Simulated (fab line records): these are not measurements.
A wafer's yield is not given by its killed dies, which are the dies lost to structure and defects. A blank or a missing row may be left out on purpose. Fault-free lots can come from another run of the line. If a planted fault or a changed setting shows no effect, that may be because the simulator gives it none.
Which tool was responsible? | flow sky130 | 13 lots with 39 wafers sampled at 4 steps, on a route of 708 steps

## WHAT THE GAUGES READ, wafer by wafer
SKY_VT_ADJUST_HVTR_TW_MEAS_11.
lot  | measured     | on            | VT_ADJUST_HVTR_TW
L963 | day 9 22:21  | film_metro-04 | 211.4 210.6 211.4
L964 | day 10 06:35 | film_metro-02 | 209.2 207.9 209.6
L966 | day 10 17:15 | film_metro-02 | 208.6 208.2 209.4
L967 | day 11 00:22 | film_metro-01 | 209.9 208.0 208.8
L969 | day 11 13:31 | film_metro-02 | 210.9 211.1 209.7
L976 | day 13 13:44 | film_metro-01 | 208.7 207.9 208.0
L977 | day 13 20:16 | film_metro-02 | 208.1 208.7 207.9
L978 | day 14 08:15 | film_metro-01 | 207.1 206.7 206.9
L979 | day 14 15:09 | film_metro-04 | 212.0 212.8 212.6
L981 | day 15 05:47 | film_metro-04 | 212.2 210.1 211.3
L982 | day 15 12:54 | film_metro-04 | 212.0 209.8 210.0
L983 | day 15 15:59 | film_metro-02 | 208.7 208.2 210.0
L985 | day 16 10:32 | film_metro-04 | 212.2 212.0 211.7

SKY_SONOS_ONO_CD_MEAS_13: target cd 410 nm.
lot  | measured     | on        | cd_nm (nm)
L963 | day 13 02:45 | cd_sem-01 | 412.6 413.9 410.9
L964 | day 14 16:00 | cd_sem-02 | 410.6 408.8 410.3
L966 | day 14 16:18 | cd_sem-02 | 412.8 410.8 410.5
L967 | day 14 17:41 | cd_sem-01 | 412.7 410.6 412.3
L969 | day 15 00:14 | cd_sem-02 | 410.3 410.2 410.3
L976 | day 17 03:12 | cd_sem-01 | 407.6 406.1 408.3
L977 | day 17 12:25 | cd_sem-02 | 412.4 412.0 410.3
L978 | day 17 21:34 | cd_sem-02 | 408.7 408.6 409.0
L979 | day 18 06:41 | cd_sem-02 | 409.9 411.1 409.3
L981 | day 19 05:48 | cd_sem-01 | 407.6 404.8 404.2
L982 | day 19 08:41 | cd_sem-01 | 410.0 411.0 409.5
L983 | day 19 14:56 | cd_sem-01 | 405.8 407.8 409.2
L985 | day 20 09:32 | cd_sem-02 | 409.5 409.1 408.3

SKY_GATE_OXIDE_TW_MEAS_14.
lot  | measured     | on            | GATE_OXIDE_TW
L963 | day 14 06:20 | film_metro-01 | 220.4 219.9 220.6
L964 | day 15 19:44 | film_metro-04 | 225.2 225.5 224.9
L966 | day 15 21:09 | film_metro-02 | 222.7 223.1 222.3
L967 | day 16 01:06 | film_metro-01 | 221.1 221.3 220.8
L969 | day 16 07:20 | film_metro-02 | 223.7 224.1 223.7
L976 | day 18 10:14 | film_metro-01 | 221.9 221.3 220.7
L977 | day 18 20:21 | film_metro-04 | 225.9 225.1 226.0
L978 | day 19 08:17 | film_metro-01 | 221.4 221.9 221.8
L979 | day 19 16:55 | film_metro-01 | 220.4 222.7 221.5
L981 | day 20 14:04 | film_metro-04 | 224.7 226.6 226.2
L982 | day 20 18:25 | film_metro-02 | 221.5 222.2 221.3
L983 | day 21 00:25 | film_metro-02 | 222.7 222.8 223.0
L985 | day 21 19:25 | film_metro-01 | 219.7 221.3 220.1

## WHAT TOOL EACH LOT RAN ON (gives the tool, then ch and the chambers of the sampled wafers, and finally the start)
lot  | SKY_SONOS_ONO_STRIP_17
L963 | plasma_asher-01 ch 0,1, day 13 03:01
L964 | plasma_asher-02 ch 0,1, day 14 16:16
L966 | plasma_asher-01 ch 0,1, day 14 16:34
L967 | plasma_asher-04 ch 0,1, day 14 17:56
L969 | plasma_asher-04 ch 0,1, day 15 00:30
L976 | plasma_asher-04 ch 0,1, day 17 03:29
L977 | plasma_asher-04 ch 0,1, day 17 12:41
L978 | plasma_asher-04 ch 0,1, day 17 21:49
L979 | plasma_asher-01 ch 0,1, day 18 06:57
L981 | plasma_asher-01 ch 0,1, day 19 06:04
L982 | plasma_asher-01 ch 0,1, day 19 08:58
L983 | plasma_asher-01 ch 0,1, day 19 15:13
L985 | plasma_asher-02 ch 0,1, day 20 09:53
- SKY_SONOS_ONO_STRIP_17: strips in O2/N2.

## AS READ BY THE TOOLS THEMSELVES (means over the sampled wafers that have a number; for cases with no such wafer, the mark the record gives instead)
SKY_SONOS_ONO_STRIP_17.
lot  | tool            | drypump_motor_current_A (A) | o2_flow_sccm (sccm) | oes_product_au (a.u.) | strip_time_to_endpoint_s (s)
L963 | plasma_asher-01 | 5.4                         | 3011                | 0.710                 | 14.14
L964 | plasma_asher-02 | 5.1                         | 3010                | 0.712                 | 14.13
L966 | plasma_asher-01 | 5.4                         | 3006                | 0.869                 | -
L967 | plasma_asher-04 | 6.0                         | 3003                | 0.706                 | 14.10
L969 | plasma_asher-04 | 6.0                         | 2996                | 0.707                 | 14.07
L976 | plasma_asher-04 | 6.0                         | 3000                | 0.706                 | 14.12
L977 | plasma_asher-04 | 6.0                         | 2996                | 0.711                 | 14.14
L978 | plasma_asher-04 | 6.0                         | 2998                | 0.713                 | 14.09
L979 | plasma_asher-01 | 5.4                         | 2994                | 0.711                 | 14.12
L981 | plasma_asher-01 | 5.4                         | 3008                | 0.709                 | 14.06
L982 | plasma_asher-01 | 5.4                         | 3001                | 0.709                 | 14.11
L983 | plasma_asher-01 | 5.4                         | 2990                | 0.706                 | 14.07
L985 | plasma_asher-02 | 5.2                         | 2994                | 0.708                 | 14.01

## THE ANSWER, worked out from the rows above alone
Rule: the usual values come from the lots themselves. Put in order of their means at a reading, lots are off if they are a third of the lots or fewer, leave a main group of 4 or more, and stand apart from it by a gap of 3 or more times the standard deviation of the main group's means; of several such gaps the widest counts. Not used: any main group whose means are identical at the precision the tables above print for the reading. A lot without any number at a reading at which 4 lots or more have one is off too. Where the step has rows for the other lots, those lots are counted as sound. First the gauges in route order, then the tools' own readings, where a lot's mean is used as printed above. At the first step where some lot is off, the reading lying furthest off is the one used; lots without a number count as furthest.
Off, at SKY_SONOS_ONO_STRIP_17 on strip_time_to_endpoint_s: L966. Without a number there: L966. For the main group the mean is 14.10 s and the standard deviation 0.037.
If a tool, at that step or one of the process steps before it, ran each lot that is off and ran no sound lot following the first of them, it fits. Not one of the candidates tried fits.

## WHAT THE SIMULATOR HAD PUT IN
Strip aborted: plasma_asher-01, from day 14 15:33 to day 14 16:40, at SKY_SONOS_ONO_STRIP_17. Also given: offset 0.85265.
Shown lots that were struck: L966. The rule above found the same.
